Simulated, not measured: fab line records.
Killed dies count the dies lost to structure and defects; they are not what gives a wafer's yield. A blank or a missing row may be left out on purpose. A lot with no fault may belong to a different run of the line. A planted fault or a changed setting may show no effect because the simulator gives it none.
What tool caused it? | flow gf180mcu | 39 wafers from 13 lots sampled at 4 of the route's 602 steps

## WHAT EACH GAUGE READ, for each wafer
GF_HV_LDD_THK_MEAS_57.
lot  | measured     | on           | HV_LDD_CVD_56_THK (nm)
L669 | day 13 00:11 | filmMetro-02 | 91.1 91.2 91.5
L670 | day 13 01:13 | filmMetro-01 | 91.2 92.2 91.3
L673 | day 14 02:08 | filmMetro-04 | 89.6 89.1 89.3
L675 | day 14 15:22 | filmMetro-04 | 90.9 90.8 91.1
L676 | day 15 03:36 | filmMetro-04 | 90.3 89.7 90.3
L677 | day 15 06:55 | filmMetro-04 | 90.0 89.6 90.0
L678 | day 15 20:33 | filmMetro-02 | 90.5 90.3 90.8
L679 | day 16 01:27 | filmMetro-01 | 91.0 90.3 90.4
L680 | day 16 11:29 | filmMetro-02 | 90.4 90.6 89.6
L686 | day 18 10:20 | filmMetro-02 | 90.4 89.5 89.2
L688 | day 19 11:01 | filmMetro-02 | 89.6 89.9 90.1
L689 | day 19 15:19 | filmMetro-01 | 90.4 89.6 89.7
L691 | day 20 13:35 | filmMetro-01 | 89.9 90.5 90.4

GF_NSD_CD_MEAS_07: target cd 400 nm.
lot  | measured     | on       | cdNm (nm)
L669 | day 13 20:30 | cdSem-02 | 395.7 398.6 398.9
L670 | day 13 21:46 | cdSem-01 | 398.4 398.1 398.6
L673 | day 14 22:53 | cdSem-02 | 399.2 401.0 400.2
L675 | day 15 11:59 | cdSem-02 | 395.9 396.4 395.2
L676 | day 16 01:16 | cdSem-02 | 397.3 397.0 399.0
L677 | day 16 04:28 | cdSem-01 | 400.0 399.6 397.3
L678 | day 16 18:08 | cdSem-01 | 263.7 398.8 398.8
L679 | day 16 22:41 | cdSem-02 | 398.5 397.4 399.2
L680 | day 17 09:20 | cdSem-02 | 268.1 265.9 401.5
L686 | day 19 10:29 | cdSem-01 | 399.0 399.5 400.0
L688 | day 20 11:16 | cdSem-02 | 405.2 403.3 400.9
L689 | day 20 15:23 | cdSem-02 | 406.0 404.2 404.2
L691 | day 21 13:45 | cdSem-01 | 400.4 399.5 398.6

## WHAT TOOL EACH LOT RAN ON (gives the tool, then ch and the chambers of the sampled wafers, and finally the start)
lot  | GF_HV_LDD_STRIP_37                  | GF_NSD_DEVELOP_06
L669 | plasmaAsher-03 ch 0,1, day 12 01:51 | lithoTrack-04 ch 0, day 13 20:22
L670 | plasmaAsher-01 ch 0,1, day 12 02:15 | lithoTrack-02 ch 0, day 13 21:37
L673 | plasmaAsher-03 ch 0,1, day 13 02:31 | lithoTrack-01 ch 0, day 14 22:44
L675 | plasmaAsher-01 ch 0,1, day 13 15:33 | lithoTrack-04 ch 0, day 15 11:50
L676 | plasmaAsher-01 ch 0,1, day 14 03:51 | lithoTrack-02 ch 0, day 16 01:05
L677 | plasmaAsher-01 ch 0,1, day 14 06:37 | lithoTrack-02 ch 0, day 16 04:19
L678 | plasmaAsher-02 ch 0,1, day 14 19:48 | lithoTrack-02 ch 0, day 16 17:59
L679 | plasmaAsher-03 ch 0,1, day 15 00:50 | lithoTrack-01 ch 0, day 16 22:32
L680 | plasmaAsher-03 ch 0,1, day 15 10:56 | lithoTrack-02 ch 0, day 17 09:11
L686 | plasmaAsher-03 ch 0,1, day 17 09:08 | lithoTrack-01 ch 0, day 19 10:20
L688 | plasmaAsher-02 ch 0,1, day 18 07:43 | lithoTrack-02 ch 0, day 20 11:07
L689 | plasmaAsher-03 ch 0,1, day 18 11:53 | lithoTrack-01 ch 0, day 20 15:14
L691 | plasmaAsher-01 ch 0,1, day 19 09:59 | lithoTrack-04 ch 0, day 21 13:37
- GF_HV_LDD_STRIP_37: strips in O2/N2.
- GF_NSD_DEVELOP_06: develop time 60 s.

## AS READ BY THE TOOLS THEMSELVES (means over the sampled wafers that have a number; for cases with no such wafer, the mark the record gives instead)
GF_HV_LDD_STRIP_37.
lot  | tool           | drypumpMotorCurrentA (A) | heaterPowerW (W) | oesProductAu (a.u.) | platenTempC (C) | stripTimeToEndpointS (s)
L669 | plasmaAsher-03 | 5.7                      | 329              | 0.716               | 250.19          | 12.65
L670 | plasmaAsher-01 | 6.1                      | 333              | 0.718               | 250.05          | 12.70
L673 | plasmaAsher-03 | 6.0                      | 335              | 0.714               | 250.09          | 12.64
L675 | plasmaAsher-01 | 6.1                      | 333              | 0.711               | 250.02          | 12.64
L676 | plasmaAsher-01 | 5.9                      | 330              | 0.719               | 249.93          | 12.64
L677 | plasmaAsher-01 | 5.9                      | 317              | 0.714               | 250.08          | 12.61
L678 | plasmaAsher-02 | 6.4                      | 345              | 0.723               | 250.12          | 12.69
L679 | plasmaAsher-03 | 5.7                      | 325              | 0.713               | 249.99          | 12.61
L680 | plasmaAsher-03 | 5.7                      | 327              | 0.716               | 250.15          | 12.59
L686 | plasmaAsher-03 | 6.0                      | 331              | 0.714               | 250.05          | 12.60
L688 | plasmaAsher-02 | 6.4                      | 348              | 0.716               | 250.00          | 12.63
L689 | plasmaAsher-03 | 6.0                      | 332              | 0.714               | 249.90          | 12.68
L691 | plasmaAsher-01 | 5.8                      | 321              | 0.717               | 249.96          | 12.62

GF_NSD_DEVELOP_06.
lot  | tool          | exhaustPa (Pa)
L669 | lithoTrack-04 | 44.2
L670 | lithoTrack-02 | 45.8
L673 | lithoTrack-01 | 44.3
L675 | lithoTrack-04 | 44.8
L676 | lithoTrack-02 | 45.2
L677 | lithoTrack-02 | 44.1
L678 | lithoTrack-02 | 46.1
L679 | lithoTrack-01 | 43.6
L680 | lithoTrack-02 | 45.4
L686 | lithoTrack-01 | 45.0
L688 | lithoTrack-02 | 45.8
L689 | lithoTrack-01 | 45.5
L691 | lithoTrack-04 | 45.3

## THE ANSWER, worked out from the rows above alone
Rule: what is usual is taken from the lots themselves. Put in order of their means at a reading, lots are off if they are a third of the lots or fewer, leave a main group of 4 or more, and stand apart from it by a gap of 3 or more times the standard deviation of the main group's means; of several such gaps the widest counts. A main group whose means are all the same, to the digits that the tables above print for the reading, isn't used. Also off: a lot with no number at a reading for which 4 or more lots have one. Any other lot the step has rows for is counted as sound. The gauges are gone through in route order, then the tools' own readings, and for those a lot's mean is taken as printed above. At the first step where some lot is off, the reading lying furthest off is the one used; lots without a number count as furthest.
Off: L678, L680 (GF_NSD_CD_MEAS_07, cdNm). The main group has a mean of 399.5 nm with a standard deviation of 2.4.
If a tool, at a process step before that reading, ran all the lots that are off and no sound lot after the first of them, it fits. Gauges at GF_NSD_CD_MEAS_07: tried the same way as those tools. Not one of the candidates tried fits.

## WHAT HAD BEEN PUT IN BY THE SIMULATOR
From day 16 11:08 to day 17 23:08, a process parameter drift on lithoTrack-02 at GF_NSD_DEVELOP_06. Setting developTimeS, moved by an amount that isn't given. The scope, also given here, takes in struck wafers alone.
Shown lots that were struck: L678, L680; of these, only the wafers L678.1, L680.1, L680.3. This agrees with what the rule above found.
